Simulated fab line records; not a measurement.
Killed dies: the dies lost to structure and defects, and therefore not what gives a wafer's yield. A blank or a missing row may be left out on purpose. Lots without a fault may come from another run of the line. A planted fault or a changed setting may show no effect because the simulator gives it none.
Chamber matching ; flow sky130 ; rie diel-01 running SKY_FIELD_ISO_ETCH_14: 4 sister chambers
The step etches BARC in N2/H2, stops on SiO2, time 45.9 s, target depth 60 nm. 18 wafers are shown with their chamber, then 9 later ones without.

## EACH WAFER AND ITS CHAMBER
wafer;chamber;drypump motor current A (A);throttle valve pct (%);oes product au (a.u.)
L075.1;0;5.4;13.225;0.856
L075.5;0;5.5;13.239;0.857
L075.6;3;5.0;13.229;0.854
L077.1;2;6.2;13.205;0.843
L077.2;0;5.4;13.226;0.852
L077.3;3;4.9;13.208;0.848
L078.2;2;6.2;13.204;0.854
L078.5;0;5.4;13.212;0.845
L078.6;1;5.3;13.225;0.853
L080.2;3;4.9;13.228;0.854
L080.3;2;6.1;13.228;0.852
L080.6;2;6.2;13.208;0.852
L082.3;3;5.0;13.220;0.862
L082.5;2;6.2;13.221;0.858
L082.6;3;5.0;13.215;0.857
L087.1;3;4.9;13.237;0.855
L087.3;2;6.2;13.211;0.852
L087.6;0;5.5;13.232;0.853

SIGNATURES (averages over the wafers above)
reading;chamber 0;chamber 1;chamber 2;chamber 3;scatter within a chamber
drypump motor current A;5.440;5.300;6.183;4.950;0.0502
throttle valve pct;13.22680;13.22500;13.21283;13.22283;0.0101
oes product au;0.85260;0.85300;0.85183;0.85500;0.00474
Rule: a wafer's distance from a chamber is the root of the sum, over the readings, of the square of ((its reading less the chamber's mean) divided by the reading's scatter). The wafer belongs to the nearest chamber; if the next one is less than 2 further off, it can't be placed. How the scatter is found: for the shown wafers, subtract from each reading the mean of its chamber, square and add these, divide the total by (wafers less chambers), then take the root.

## WAFERS WITHOUT THEIR CHAMBER
wafer;drypump motor current A (A);throttle valve pct (%);oes product au (a.u.)
L089.2;5.4;13.219;0.857
L089.3;5.3;13.230;0.861
L089.6;5.4;13.236;0.858
L090.1;6.2;13.223;0.856
L090.5;5.0;13.210;0.846
L090.6;6.2;13.224;0.851
L096.4;6.2;13.236;0.864
L096.5;6.2;13.225;0.852
L096.6;5.3;13.235;0.854

## EACH ONE'S CHAMBER
wafer;from the rows above;in truth
L089.2;can't be placed: 0 or 1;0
L089.3;can't be placed: 1 or 0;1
L089.6;can't be placed: 0 or 1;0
L090.1;2;2
L090.5;3;3
L090.6;2;2
L096.4;2;2
L096.5;2;2
L096.6;can't be placed: 1 or 0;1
5 of 9 placed correctly. These rows do not allow placing 4 (true chamber among the candidates in 4). Wrongly placed: 0.
